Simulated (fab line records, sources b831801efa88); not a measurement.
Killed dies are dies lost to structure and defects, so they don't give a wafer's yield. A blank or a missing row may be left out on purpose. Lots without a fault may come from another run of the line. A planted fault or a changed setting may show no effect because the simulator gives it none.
One fault seen from 2 desks | flow gf180mcu | each desk has only its own numbers; what lay behind them comes last

THE TOOL OWNER'S DESK: iline_stepper-01
The tool's own readings at GF_MVSD_EXPOSE_04 (exposes mask MVSD, target cd 1000 nm): means of the sampled wafers that have a number, for each lot that ran on this tool. A lot is out of limits, marked OUT, if its mean lies more than 4 standard deviations from the usual mean; the brackets give that distance.
Columns: A = focus_offset_nm at GF_MVSD_EXPOSE_04, usual 0.0 nm
lot  | first seen here | A
L451 | day 5 20:08     | -0.1
L453 | day 6 09:10     | 0.0
L457 | day 7 07:58     | 0.6
L460 | day 8 01:40     | -0.1
This desk's finding: nothing out of limits on any of the 4 lots.

THE METROLOGY DESK
What the gauges read, lot by lot, whatever tool the lot ran on: means of the sampled wafers that have a number. A lot is out of limits, marked OUT, if its mean lies more than 4 standard deviations from the usual mean; the brackets give that distance.
Columns: A = LVPWELL_OVL at GF_LVPWELL_OVL_MEAS_07, usual -0.1 nm; B = LVPWELL_TW at GF_LVPWELL_TW_MEAS_11, usual 570; C = MVSD_OVL at GF_MVSD_OVL_MEAS_07, usual -1.3 nm; D = MVSD_TW at GF_MVSD_TW_MEAS_11, usual 1608; E = MVPSD_OVL at GF_MVPSD_OVL_MEAS_07, usual -1.2 nm; F = MVPSD_TW at GF_MVPSD_TW_MEAS_11, usual 564.6; G = VT_IMPLANT_OVL at GF_VT_IMPLANT_OVL_MEAS_07, usual -0.6 nm
lot  | first seen here | A    | B   | C    | D    | E    | F     | G
L444 | day 3 21:53     | 0.4  | 568 | -0.6 | 1612 | -0.5 | 564.6 | 1.3
L449 | day 5 01:45     | -0.4 | 574 | -1.2 | 1591 | -3.5 | 567.8 | -0.8
L451 | day 5 12:11     | -0.7 | 563 | -2.5 | 1614 | -2.9 | 564.6 | 1.7
L453 | day 6 01:09     | 0.7  | 575 | -1.3 | 1619 | -2.3 | 561.9 | -1.1
L457 | day 6 23:54     | 0.7  | 575 | -0.9 | 1606 | -2.5 | 568.3 | -0.5
L460 | day 7 17:27     | -0.2 | 570 | -1.5 | 1616 | -0.7 | 562.4 | -1.2
This desk's finding: nothing out of limits on any of the 6 lots.

PUT TOGETHER
The tool owner's desk saw nothing out of limits.
The metrology desk saw nothing out of limits.

WHAT THE SIMULATOR HAD PUT IN
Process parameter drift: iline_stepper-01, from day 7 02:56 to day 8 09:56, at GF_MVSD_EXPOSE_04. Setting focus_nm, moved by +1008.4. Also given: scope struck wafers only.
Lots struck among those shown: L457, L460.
